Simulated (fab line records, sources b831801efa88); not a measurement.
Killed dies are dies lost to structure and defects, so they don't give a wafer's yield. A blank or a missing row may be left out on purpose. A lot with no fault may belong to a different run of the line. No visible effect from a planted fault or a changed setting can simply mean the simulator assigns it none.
Comparing a struck lot with a sound one :: flow sky130 :: 18 out of 708 route steps
Sound: the wafers L490.1, L490.5, L490.6. Wafers struck: L504.2, L504.3, L504.6. The cause is given at the end.
At each step with rows: each side's tool, then ch and its chambers, then its first start. Under that, the readings that differ: sound wafers :: struck wafers :: difference of the means :: sigmas: that difference in standard deviations of wafers without a fault.
alike: a reading whose means differ by less than 2 such deviations, as well as words and numbers matching on both sides. not compared: withheld readings; readings where some wafer has no value; bounds like >300 that might hide an equal value; numbers whose values overlap and for which the record gives no deviation.
The two part at a step that has a row with sigmas, a row that says differs or no value, or rows on one side only. Numbers that have no deviation but don't overlap get no sigmas and don't part them. A reading missing from all wafers of one side parts the sides only when that side holds two or more wafers.

first, 2 steps without rows for these wafers: SKY_METAL2_CLEAN_23 (cleans in O3/DIW); SKY_VIA2_HDPCVD_00 (deposits SiO2, target thk 1180 nm, time 196.7 s).
SKY_VIA2_THK_MEAS_01:
  struck on film metro-01, day 39 21:52; sound on film metro-04, day 34 20:20
  alike: VIA2_HDPCVD_THK
SKY_VIA2_CMP_02: polishes SiO2.
  sound on cmp-01 ch 1,2,3, day 34 20:29; struck on cmp-01 ch 0,3, day 39 21:55
  alike: motor current A
SKY_VIA2_BOW_MEAS_03:
  struck on film metro-03, day 39 22:14; sound on film metro-01, day 34 20:41
  alike: VIA2_BOW
then, 7 steps without rows for these wafers: SKY_VIA2_DEHYDRATE_04 (time 60 s); SKY_VIA2_HMDS_05 (prime time 60 s); SKY_VIA2_COAT_06 (resist thk 60 nm); SKY_VIA2_COAT_07 (resist thk 458.6 nm); SKY_VIA2_SOFTBAKE_08 (time 90 s); SKY_VIA2_EXPOSE_09 (exposes mask VIM2, target cd 200 nm); SKY_VIA2_PEB_10.
SKY_VIA2_DEVELOP_11: develop time 60 s.
  sound on litho track-01 ch 0, day 35 22:00; struck on litho track-01 ch 0, day 40 22:00
reading: model.VIA2.cd nm (nm)
sound: 199.1 198.3 199.6
struck: 196.9 195.9 196.2
difference: -2.7
sigmas: 
SKY_VIA2_CD_MEAS_12: target cd 200 nm.
  struck on cd sem-01, day 40 22:32; sound on cd sem-02, day 35 22:43
reading: cd nm (nm)
sound: 198.7 198.3 199.8
struck: 196.6 196.1 196.1
difference: -2.7
sigmas: -2
SKY_VIA2_OVL_MEAS_13:
  struck on overlay-02, day 40 22:38; sound on overlay-02, day 35 22:50
reading: VIA2_OVL (nm)
sound: -2 -14 -8
struck: 11 5 6
difference: +15
sigmas: +2
SKY_VIA2_ETCH_14: etches BARC in N2/H2, stops on SiO2, time 45.9 s, target depth 60 nm.
  sound on rie diel-01 ch 2,3, day 35 22:52; struck on rie diel-03 ch 0,1,2, day 40 22:40
reading: model.VIA2.cd nm (nm)
sound: 198.7 198.1 198.7
struck: 197.1 196.4 196.3
difference: -1.9
sigmas: 
  alike: drypump motor current A, h2 flow sccm, oes product au, throttle valve pct
  not compared: rf hours counter h
SKY_VIA2_ETCH_15: etches SiO2 in C4F8/O2/Ar, stops on TiN, target depth 546 nm, time 84 s.
  sound on rie diel-01 ch 2,3, day 35 22:55; struck on rie diel-03 ch 0,1,2, day 40 22:43
  alike: oes product au
  not compared: rf hours counter h
-- the record jumps here: 8 days lie between the struck wafers' starts before and after (it left off in module VIA2 and takes up again in module PAD_OPEN, whose first step shown is number 708 of the route) --
SKY_PAD_OPEN_PROBE_99:
  struck on prober-02, day 49 10:12; sound on prober-02, day 45 10:07
  alike: defect limited yield, killed_at_M0_to_M3, killed_at_M4_up, killed at contacts, killed at front end, killed at other, killed dies, killed open, killed short, sort_bin_3_pad_short, sort_bin_5_function, sort_bin_6_memory, sort n pass, sort yield pct

== WHERE THEY PART ==
First at SKY_VIA2_CD_MEAS_12; last, within this record, at SKY_VIA2_OVL_MEAS_13. Later steps at which nothing parts them and some readings are alike: SKY_VIA2_ETCH_14, SKY_VIA2_ETCH_15, SKY_PAD_OPEN_PROBE_99.

WHY: what had been put in by the simulator
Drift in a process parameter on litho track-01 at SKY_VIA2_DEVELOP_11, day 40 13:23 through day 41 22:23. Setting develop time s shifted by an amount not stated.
